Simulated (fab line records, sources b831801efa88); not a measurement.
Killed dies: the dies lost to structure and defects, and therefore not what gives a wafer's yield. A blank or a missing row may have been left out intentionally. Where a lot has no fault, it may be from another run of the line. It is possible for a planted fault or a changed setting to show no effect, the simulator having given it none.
A struck lot beside a sound one + flow sky130 + 19 out of 708 route steps
Sound: these wafers, L888.4, L888.5, L888.6. Struck: wafers L906.1, L906.2, L906.5. The cause is given at the end.
Order at every step that has rows: each side's tool, ch and its chambers, its first start. Under that, the readings that differ: sound wafers + struck wafers + difference of the means + sigmas: that difference in standard deviations of wafers without a fault.
alike: words and numbers the same on both sides, and readings whose means are apart by under 2 such deviations; not compared: readings that were withheld, readings missing a value for some wafer, numbers with overlapping values and no deviation given by the record, and bounds like >300 which may hide the same value.
Wherever a step has rows on one side only, a row that says differs or no value, or a row with sigmas, the two part there. Non-overlapping numbers with no deviation appear without sigmas and do not part them. A reading that every wafer of one side lacks parts them only if that side has two wafers or more.

first, 1 step without rows for these wafers: SKY_RES_XHIGH_IMPLANT_07.
SKY_RES_XHIGH_STRIP_08: strips in O2/N2.
  sound on plasma-asher-03 ch 0,1, day 26 11:33; struck on plasma-asher-02 ch 0,1, day 32 13:37
  alike: drypump-motor-current-A, oes-product-au, strip-time-to-endpoint-s
  not compared: rf-hours-counter-h
SKY_RES_XHIGH_TW_MEAS_09:
  sound: film-metro-02 at day 26 11:38; struck: film-metro-02 at day 32 13:43
  alike: RES_XHIGH_TW
then, 7 steps without rows for these wafers: SKY_SD_N_DEHYDRATE_00 (time 60 s); SKY_SD_N_HMDS_01 (prime time 60 s); SKY_SD_N_COAT_02 (resist thk 1140 nm); SKY_SD_N_SOFTBAKE_03 (time 60 s); SKY_SD_N_EXPOSE_04 (exposes mask NSDM, target cd 380 nm); SKY_SD_N_PEB_05; SKY_SD_N_DEVELOP_06 (develop time 60 s).
SKY_SD_N_CD_MEAS_07 targets a cd of 380 nm.
  sound: cd-sem-01 at day 27 16:13; struck: cd-sem-02 at day 33 16:40
  alike: cd-nm
SKY_SD_N_OVL_MEAS_08:
  sound: overlay-02 at day 27 16:18; struck: overlay-02 at day 33 16:47
  alike: SD_N_OVL
SKY_SD_N_IMPLANT_09:
  sound on implanter-04 ch 0, day 27 16:23; struck on implanter-04 ch 0, day 33 16:50
| reading                          | sound                         | struck                    | difference | sigmas      |
|----------------------------------|-------------------------------|---------------------------|------------|-------------|
| beam-on-s (s)                    | 16.7 16.7 16.3                | 10.0 9.9 10.0             | -6.6       | -6          |
| dose-ions-cm2                    | 4.002e+15 3.997e+15 3.999e+15 | 4.95e+14 4.9e+14 4.98e+14 | -3.50e+15  | -99 or more |
| end-station-pressure-torr (Torr) | 1.37e-05 1.5e-05 1.43e-05     | 7.4e-06 7.5e-06 7.4e-06   | -6.9e-06   | -7          |
| faraday-current-uA               | 13140 12984 13363             | 2734 2775 2742            | -10412     | -13         |
next, for these wafers, 1 step has no rows: SKY_SD_N_IMPLANT_10.
SKY_SD_N_STRIP_11: strips in O2/N2.
  sound on plasma-asher-03 ch 0,1, day 27 16:39; struck on plasma-asher-02 ch 0,1, day 33 17:08
| reading                      | sound             | struck            | difference | sigmas      |
|------------------------------|-------------------|-------------------|------------|-------------|
| oes-product-au (a.u.)        | 0.522 0.531 0.525 | 0.646 0.648 0.644 | +0.120     | +31         |
| strip-time-to-endpoint-s (s) | 22.60 22.58 22.64 | 16.19 16.10 16.11 | -6.47      | -99 or more |
  alike: drypump-motor-current-A
  not compared: rf-hours-counter-h
SKY_SD_N_TW_MEAS_12:
  sound: film-metro-01 at day 27 16:45; struck: film-metro-02 at day 33 17:27
| reading | sound          | struck         | difference | sigmas |
|---------|----------------|----------------|------------|--------|
| SD_N_TW | 4015 4019 4008 | 3448 3457 3448 | -563       | -15    |
  not compared: hold
SKY_SD_N_RTA_14: time 2 s.
  sound on rtp-anneal-02 ch 0, day 27 16:52; struck on rtp-anneal-02 ch 0, day 33 20:38
  alike: lamp-power-pct, wafer_temp_C_max
SKY_SD_N_RS_MEAS_16: the measuring method here is four-point-probe.
  sound: film-metro-01 at day 27 17:04; struck: film-metro-01 at day 33 21:06
| reading          | sound             | struck               | difference | sigmas      |
|------------------|-------------------|----------------------|------------|-------------|
| SD_N_RS (ohm/sq) | 68.54 68.60 68.47 | 161.56 163.19 164.26 | +94.47     | +99 or more |
  not compared: hold
next, for these wafers, 1 step has no rows: SKY_PAD_OPEN_PROBE_99.

WHERE THEY PART
First at SKY_SD_N_IMPLANT_09; last, within this record, at SKY_SD_N_RS_MEAS_16.

WHY: the cause the simulator had injected
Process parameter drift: implanter-04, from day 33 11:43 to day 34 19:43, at SKY_SD_N_IMPLANT_09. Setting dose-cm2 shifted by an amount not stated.
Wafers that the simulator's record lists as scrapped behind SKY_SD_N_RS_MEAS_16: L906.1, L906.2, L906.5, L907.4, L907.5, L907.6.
